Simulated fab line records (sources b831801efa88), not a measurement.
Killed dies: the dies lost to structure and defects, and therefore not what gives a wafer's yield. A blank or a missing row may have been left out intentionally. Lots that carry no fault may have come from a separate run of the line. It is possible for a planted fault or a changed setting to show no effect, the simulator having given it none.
fab line records + flow gf180mcu
record
- lots=13
- wafers=39
- last-day=34
route steps=602 shown V3@430 V4@476
lots that met no fault: from a run of the same line without faults
start-h: hours from the record's first day to the start of the lot's first wafer shown + wait-h: hours since the lot's step before + " repeats the value in the row above + L1.1+2: several wafers, shown together as one row + - value missing, or start not given + * or withheld: withheld + < > ~ a bound
route shown NAME@n: a module of which the file shows steps, and the number in the route of the first + usual: the fault-free wafers' mean and standard deviation + same: alike in all rows + chamber/n: place in a boat + sites: readings site by site + _std_site: standard deviation of those values + _edge_site: outer sites' mean less inner sites' + radius-mm: how far each site lies from the wafer's centre + mask NAME#n: copy n + behind: tool/chamber where the wafer was last shaped + hold: what put the lot on hold/how long, in hours/how the hold closed + device: names the non-switching transistor (n, p or np) + end of line: the route-end tests of the same wafers + a step without rows: its recipe alone + killed: dies that structure and defects cost at the first sort, which is not the same as the wafer's yield + map: the dies of a wafer, with x for killed, . for not killed, _ for no die there
set.NAME: the setting that was run; set.NAME@STEP: the one run at that earlier step + model.NAME: the simulator's own value behind a step, which no gauge read
steps of the route over a sample of lots; a table a step, a row a wafer
services: a tool's chamber out of use, with start hour (start-h, from the record's first day; less than 0 if before it), hours out, and reason
## steps
# step GF_V3_THK_MEAS_01
# recipe
- reads=SiO2_of_V3_CVD_00
# usual
- V3_CVD_00_THK=599/6.7
| lot.wafer | tool          | chamber | start-h | wait-h | V3_CVD_00_THK[nm] |
|-----------|---------------|---------|---------|--------|-------------------|
| L173.1    | film-metro-02 | -       | 498.74  | 0.0    | 596               |
| L173.3    | "             | -       | "       | "      | 602               |
| L173.5    | "             | -       | "       | "      | 613               |
| L174.1    | film-metro-03 | -       | 507.24  | 0.0    | 592               |
| L174.2    | "             | -       | "       | "      | 597               |
| L174.4    | "             | -       | "       | "      | 595               |
| L175.3    | film-metro-02 | -       | 513.60  | 0.1    | 601               |
| L175.5    | "             | -       | "       | "      | 605               |
| L175.6    | "             | -       | "       | "      | 604               |
| L176.1    | film-metro-02 | -       | 521.22  | 0.0    | 597               |
| L176.5    | "             | -       | "       | "      | 602               |
| L176.6    | "             | -       | "       | "      | 608               |
| L177.2    | film-metro-03 | -       | 524.05  | 0.1    | 602               |
| L177.5    | "             | -       | "       | "      | 600               |
| L177.6    | "             | -       | "       | "      | 598               |
| L179.3    | film-metro-01 | -       | 541.06  | 0.1    | 601               |
| L179.4    | "             | -       | "       | "      | 598               |
| L179.5    | "             | -       | "       | "      | 595               |
| L178.1    | film-metro-02 | -       | 541.52  | 0.0    | 598               |
| L178.3    | "             | -       | "       | "      | 588               |
| L178.4    | "             | -       | "       | "      | 589               |
| L187.2    | film-metro-02 | -       | 607.43  | 0.0    | 604               |
| L187.3    | "             | -       | "       | "      | 613               |
| L187.5    | "             | -       | "       | "      | 601               |
| L188.4    | film-metro-02 | -       | 615.20  | 0.0    | 595               |
| L188.5    | "             | -       | "       | "      | 612               |
| L188.6    | "             | -       | "       | "      | 602               |
| L189.1    | film-metro-02 | -       | 620.29  | 0.0    | 593               |
| L189.2    | "             | -       | "       | "      | 598               |
| L189.3    | "             | -       | "       | "      | 603               |
| L190.1    | film-metro-01 | -       | 627.33  | 0.0    | 602               |
| L190.2    | "             | -       | "       | "      | 596               |
| L190.6    | "             | -       | "       | "      | 600               |
| L194.1    | film-metro-03 | -       | 656.93  | 0.0    | 598               |
| L194.3    | "             | -       | "       | "      | 617               |
| L194.6    | "             | -       | "       | "      | 613               |
| L196.2    | film-metro-02 | -       | 666.59  | 0.0    | 600               |
| L196.3    | "             | -       | "       | "      | 597               |
| L196.5    | "             | -       | "       | "      | 606               |
# step GF_V3_CVD_02
# recipe
- material=SiO2
- target-thk-nm=850
- precursor=TEOS
- temp-c=400
- time-s=94.851
- rf-w=600
# usual
- heater-power-w=663/94
| lot.wafer | tool     | chamber | start-h | wait-h | heater-power-w | since-wet-clean-h |
|-----------|----------|---------|---------|--------|----------------|-------------------|
| L173.1    | pecvd-03 | 2       | 498.80  | 0.1    | 583            | 532               |
| L173.3    | "        | 1       | "       | "      | 560            | 532               |
| L173.5    | "        | 0       | "       | "      | 675            | -                 |
| L174.1    | pecvd-02 | 0       | 507.30  | 0.1    | 531            | 124               |
| L174.2    | "        | 2       | "       | "      | 659            | 124               |
| L174.4    | "        | 0       | "       | "      | 598            | -                 |
| L175.3    | pecvd-02 | 0       | 513.64  | 0.0    | 634            | 131               |
| L175.5    | "        | 2       | "       | "      | 732            | -                 |
| L175.6    | "        | 1       | "       | "      | 740            | -                 |
| L176.1    | pecvd-03 | 1       | 521.28  | 0.1    | 538            | 555               |
| L176.5    | "        | 2       | "       | "      | 626            | -                 |
| L176.6    | "        | 0       | "       | "      | 691            | -                 |
| L177.2    | pecvd-02 | 2       | 524.10  | 0.0    | 713            | 141               |
| L177.5    | "        | 2       | "       | "      | 587            | -                 |
| L177.6    | "        | 1       | "       | "      | 727            | -                 |
| L179.3    | pecvd-02 | 2       | 541.10  | 0.0    | 747            | 158               |
| L179.4    | "        | 0       | "       | "      | 647            | -                 |
| L179.5    | "        | 1       | "       | "      | 715            | -                 |
| L178.1    | pecvd-01 | 0       | 541.58  | 0.1    | 596            | 783               |
| L178.3    | "        | 1       | "       | "      | 833            | 783               |
| L178.4    | "        | 2       | "       | "      | 742            | -                 |
| L187.2    | pecvd-03 | 2       | 607.48  | 0.0    | 654            | 641               |
| L187.3    | "        | 1       | "       | "      | 547            | 641               |
| L187.5    | "        | 1       | "       | "      | 575            | -                 |
| L188.4    | pecvd-02 | 1       | 615.27  | 0.1    | 660            | -                 |
| L188.5    | "        | 0       | "       | "      | 519            | -                 |
| L188.6    | "        | 2       | "       | "      | 664            | -                 |
| L189.1    | pecvd-03 | 2       | 620.35  | 0.1    | 691            | 654               |
| L189.2    | "        | 1       | "       | "      | 492            | 654               |
| L189.3    | "        | 0       | "       | "      | 812            | 654               |
| L190.1    | pecvd-02 | 2       | 627.39  | 0.1    | 675            | 245               |
| L190.2    | "        | 0       | "       | "      | 555            | 245               |
| L190.6    | "        | 0       | "       | "      | 609            | -                 |
| L194.1    | pecvd-02 | 1       | 656.99  | 0.1    | 616            | 274               |
| L194.3    | "        | 0       | "       | "      | 646            | 274               |
| L194.6    | "        | 2       | "       | "      | 596            | -                 |
| L196.2    | pecvd-01 | 0       | 666.64  | 0.0    | 687            | 62                |
| L196.3    | "        | 2       | "       | "      | 730            | 62                |
| L196.5    | "        | 0       | "       | "      | 749            | -                 |
# step GF_V3_CD_MEAS_14
# recipe
- target-cd-nm=260
# usual
- cd-nm=260.1/1.3
| lot.wafer | tool      | chamber | start-h | wait-h | cd-nm |
|-----------|-----------|---------|---------|--------|-------|
| L173.1    | cd-sem-01 | -       | 522.87  | 0.1    | 262.3 |
| L173.3    | "         | -       | "       | "      | 261.8 |
| L173.5    | "         | -       | "       | "      | 261.5 |
| L174.1    | cd-sem-01 | -       | 530.32  | 0.2    | 262.8 |
| L174.2    | "         | -       | "       | "      | 262.0 |
| L174.4    | "         | -       | "       | "      | 262.6 |
| L175.3    | cd-sem-02 | -       | 536.53  | 0.1    | 261.1 |
| L175.5    | "         | -       | "       | "      | 262.0 |
| L175.6    | "         | -       | "       | "      | 262.0 |
| L176.1    | cd-sem-01 | -       | 544.70  | 0.1    | 261.1 |
| L176.5    | "         | -       | "       | "      | 260.8 |
| L176.6    | "         | -       | "       | "      | 258.9 |
| L177.2    | cd-sem-02 | -       | 547.09  | 0.1    | 259.1 |
| L177.5    | "         | -       | "       | "      | 260.1 |
| L177.6    | "         | -       | "       | "      | 260.5 |
| L179.3    | cd-sem-01 | -       | 563.28  | 0.1    | 260.6 |
| L179.4    | "         | -       | "       | "      | 262.3 |
| L179.5    | "         | -       | "       | "      | 260.9 |
| L178.1    | cd-sem-01 | -       | 563.97  | 0.1    | 258.1 |
| L178.3    | "         | -       | "       | "      | 259.8 |
| L178.4    | "         | -       | "       | "      | 259.3 |
| L187.2    | cd-sem-02 | -       | 628.12  | 0.1    | 259.2 |
| L187.3    | "         | -       | "       | "      | 260.6 |
| L187.5    | "         | -       | "       | "      | 259.1 |
| L188.4    | cd-sem-01 | -       | 635.61  | 0.1    | 259.2 |
| L188.5    | "         | -       | "       | "      | 259.9 |
| L188.6    | "         | -       | "       | "      | 259.2 |
| L189.1    | cd-sem-01 | -       | 640.97  | 0.1    | 261.1 |
| L189.2    | "         | -       | "       | "      | 260.1 |
| L189.3    | "         | -       | "       | "      | 259.7 |
| L190.1    | cd-sem-02 | -       | 647.45  | 0.1    | 257.8 |
| L190.2    | "         | -       | "       | "      | 257.4 |
| L190.6    | "         | -       | "       | "      | 257.3 |
| L194.1    | cd-sem-01 | -       | 676.20  | 0.1    | 259.7 |
| L194.3    | "         | -       | "       | "      | 260.4 |
| L194.6    | "         | -       | "       | "      | 259.1 |
| L196.2    | cd-sem-02 | -       | 686.26  | 0.1    | 261.5 |
| L196.3    | "         | -       | "       | "      | 261.8 |
| L196.5    | "         | -       | "       | "      | 261.4 |
# step GF_V4_CVD_00
# recipe
- material=SiO2
- target-thk-nm=600
- sigma-open-frac=0.3
- temp-c=400
- time-s=100
- sih4-flow-sccm=60
- pressure-mtorr=6
| lot.wafer  | tool      | chamber | start-h | wait-h |
|------------|-----------|---------|---------|--------|
| L173.1+3+5 | hdpcvd-01 | 0,1,2   | 548.63  | 0.0    |
| L174.1+2+4 | hdpcvd-02 | 0,2,1   | 555.00  | 0.0    |
| L175.3+5+6 | hdpcvd-01 | 0,0,2   | 561.87  | 0.0    |
| L176.1+5+6 | hdpcvd-01 | 2,2,1   | 569.38  | 0.0    |
| L177.2+5+6 | hdpcvd-01 | 2,0,2   | 571.56  | 0.0    |
| L179.3+4+5 | hdpcvd-02 | 0,2,0   | 586.30  | 0.0    |
| L178.1+3+4 | hdpcvd-02 | 2,0,0   | 587.34  | 0.0    |
| L187.2+3+5 | hdpcvd-01 | 0,2,2   | 650.67  | 0.0    |
| L188.4+5+6 | hdpcvd-01 | 0,2,1   | 658.62  | 0.0    |
| L189.1+2+3 | hdpcvd-02 | 0,1,2   | 663.53  | 0.0    |
| L190.1+2+6 | hdpcvd-02 | 0,1,2   | 669.16  | 0.0    |
| L194.1+3+6 | hdpcvd-02 | 1,2,1   | 697.84  | 0.0    |
| L196.2+3+5 | hdpcvd-02 | 0,1,2   | 707.91  | 0.0    |
# step GF_V4_THK_MEAS_01
# recipe
- reads=SiO2_of_V4_CVD_00
# usual
- V4_CVD_00_THK=602/7.3
| lot.wafer | tool          | chamber | start-h | wait-h | V4_CVD_00_THK[nm] |
|-----------|---------------|---------|---------|--------|-------------------|
| L173.1    | film-metro-03 | -       | 548.70  | 0.0    | 598               |
| L173.3    | "             | -       | "       | "      | 596               |
| L173.5    | "             | -       | "       | "      | 596               |
| L174.1    | film-metro-03 | -       | 555.07  | 0.0    | 615               |
| L174.2    | "             | -       | "       | "      | 601               |
| L174.4    | "             | -       | "       | "      | 605               |
| L175.3    | film-metro-04 | -       | 561.96  | 0.1    | 601               |
| L175.5    | "             | -       | "       | "      | 605               |
| L175.6    | "             | -       | "       | "      | 599               |
| L176.1    | film-metro-03 | -       | 569.45  | 0.0    | 600               |
| L176.5    | "             | -       | "       | "      | 600               |
| L176.6    | "             | -       | "       | "      | 587               |
| L177.2    | film-metro-01 | -       | 571.64  | 0.0    | 597               |
| L177.5    | "             | -       | "       | "      | 599               |
| L177.6    | "             | -       | "       | "      | 597               |
| L179.3    | film-metro-03 | -       | 586.46  | 0.1    | 618               |
| L179.4    | "             | -       | "       | "      | 609               |
| L179.5    | "             | -       | "       | "      | 618               |
| L178.1    | film-metro-03 | -       | 587.41  | 0.0    | 601               |
| L178.3    | "             | -       | "       | "      | 606               |
| L178.4    | "             | -       | "       | "      | 610               |
| L187.2    | film-metro-01 | -       | 650.75  | 0.0    | 542               |
| L187.3    | "             | -       | "       | "      | 535               |
| L187.5    | "             | -       | "       | "      | 538               |
| L188.4    | film-metro-03 | -       | 658.68  | 0.0    | 537               |
| L188.5    | "             | -       | "       | "      | 533               |
| L188.6    | "             | -       | "       | "      | 544               |
| L189.1    | film-metro-03 | -       | 663.60  | 0.0    | 604               |
| L189.2    | "             | -       | "       | "      | 612               |
| L189.3    | "             | -       | "       | "      | 603               |
| L190.1    | film-metro-01 | -       | 669.23  | 0.0    | 610               |
| L190.2    | "             | -       | "       | "      | 604               |
| L190.6    | "             | -       | "       | "      | 596               |
| L194.1    | film-metro-03 | -       | 697.91  | 0.0    | 605               |
| L194.3    | "             | -       | "       | "      | 595               |
| L194.6    | "             | -       | "       | "      | 605               |
| L196.2    | film-metro-01 | -       | 708.00  | 0.0    | 610               |
| L196.3    | "             | -       | "       | "      | 609               |
| L196.5    | "             | -       | "       | "      | 600               |
## services
| tool      | chamber | start-h | hours | kind       |
|-----------|---------|---------|-------|------------|
| hdpcvd-02 | 1       | 477.12  | 3.8   | repair     |
| pecvd-03  | -       | 495.25  | 0.6   | repair     |
| hdpcvd-01 | 0       | 521.94  | 6.5   | repair     |
| pecvd-03  | 2       | 530.71  | 6.1   | repair     |
| hdpcvd-02 | -       | 539.25  | 15.0  | pm         |
| hdpcvd-02 | 0       | 539.25  | 15.0  | vent-cycle |
| hdpcvd-02 | 1       | 539.25  | 15.0  | vent-cycle |
| hdpcvd-02 | 2       | 539.25  | 15.0  | vent-cycle |
| hdpcvd-01 | -       | 540.02  | 0.8   | repair     |
| pecvd-01  | 1       | 549.54  | 2.0   | repair     |
| hdpcvd-02 | 0       | 554.25  | -     | clean      |
| hdpcvd-02 | 1       | 554.25  | -     | clean      |
| hdpcvd-02 | 2       | 554.25  | -     | clean      |
| pecvd-03  | -       | 572.21  | 0.8   | repair     |
| hdpcvd-01 | -       | 583.29  | 14.6  | pm         |
| pecvd-02  | 2       | 583.69  | 3.9   | repair     |
| pecvd-01  | -       | 591.12  | 14.0  | pm         |
| pecvd-01  | 0       | 591.12  | 14.0  | vent-cycle |
| pecvd-01  | 2       | 604.97  | 6.2   | repair     |
| hdpcvd-02 | -       | 629.88  | 14.6  | pm         |
| pecvd-02  | -       | 640.91  | 6.0   | pm         |
| hdpcvd-02 | 0       | 648.06  | 6.4   | repair     |
| pecvd-01  | -       | 673.29  | 2.8   | pm         |
| pecvd-02  | 2       | 707.39  | 9.6   | repair     |
## key
first-sign
- step=GF_V4_THK_MEAS_01
- reading=V4_CVD_00_THK
- direction=down
- sigmas=8.7
- usual=602
- struck=538
effect none on later readings
met-at GF_V4_CVD_00
struck-lots L187,L188
not-acting-at GF_V3_THK_MEAS_01,GF_V3_CVD_02,GF_V3_CD_MEAS_14
onset-between 571.56 650.67
fault
- kind=site-profile-drift
- tool=hdpcvd-01
- chamber=-
- onset-h=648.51
- steps=GF_V4_CVD_00
- basis=fraction
- max-abs-drift=0.2271
- slope-share-per-hr=50.466
- site-pattern=0,0,0,0,0,-1,-1,-1,-1
